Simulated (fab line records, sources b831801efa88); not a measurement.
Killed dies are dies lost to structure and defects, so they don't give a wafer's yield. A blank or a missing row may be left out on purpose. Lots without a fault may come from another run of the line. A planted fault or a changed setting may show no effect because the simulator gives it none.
Chamber matching | flow gf180mcu | GF_V5_CMP_04 on cmp-02: 4 sister chambers
The step polishes SiO2. 8 wafers are shown with their chamber, then 10 later ones without.

WAFERS WITH THEIR CHAMBER
wafer  | chamber | motor_current_A (A) | platen_rpm (rpm)
L598.4 | 2       | 12.0                | 60.00
L601.4 | 0       | 12.4                | 59.97
L601.6 | 1       | 11.3                | 59.99
L607.1 | 2       | 11.8                | 59.85
L607.5 | 0       | 11.8                | 60.04
L607.6 | 3       | 13.0                | 59.95
L609.3 | 1       | 12.1                | 60.02
L609.5 | 3       | 12.5                | 59.96

WAFERS WITHOUT THEIR CHAMBER
wafer  | motor_current_A (A) | platen_rpm (rpm)
L609.6 | 12.0                | 59.97
L608.1 | 10.6                | 59.96
L608.4 | 12.0                | 59.96
L608.6 | 12.4                | 60.02
L611.3 | 11.3                | 59.94
L611.4 | 12.2                | 60.02
L611.5 | 12.1                | 60.03
L616.3 | 11.9                | 60.03
L616.4 | 12.4                | 60.01
L616.5 | 12.5                | 60.00

WHICH CHAMBER EACH WENT THROUGH
wafer  | from the rows above               | in truth
L609.6 | can't be placed: 0 or 2 or 1 or 3 | 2
L608.1 | can't be placed: 1 or 2 or 0      | 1
L608.4 | can't be placed: 2 or 0 or 1 or 3 | 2
L608.6 | can't be placed: 0 or 3 or 1 or 2 | 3
L611.3 | can't be placed: 1 or 2 or 0      | 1
L611.4 | can't be placed: 0 or 1 or 3 or 2 | 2
L611.5 | can't be placed: 0 or 1 or 2 or 3 | 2
L616.3 | can't be placed: 1 or 0 or 2 or 3 | 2
L616.4 | can't be placed: 0 or 3 or 1 or 2 | 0
L616.5 | can't be placed: 3 or 0 or 2 or 1 | 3
Placed correctly: 0 of 10. Can't be placed from these rows: 10 (the true chamber is among the candidates in 10). Placed wrongly: 0.
How it was worked out, from the rows above alone: a wafer's distance from a chamber is the root of the sum, over the readings, of the square of ((its reading less the chamber's mean) divided by the reading's scatter). The wafer belongs to the nearest chamber; if the next one is less than 2 further off, it can't be placed. A chamber's mean is the mean of its shown wafers. The scatter: the root of (the sum of the squares of (reading less its chamber's mean) over the shown wafers, divided by (wafers less chambers)).
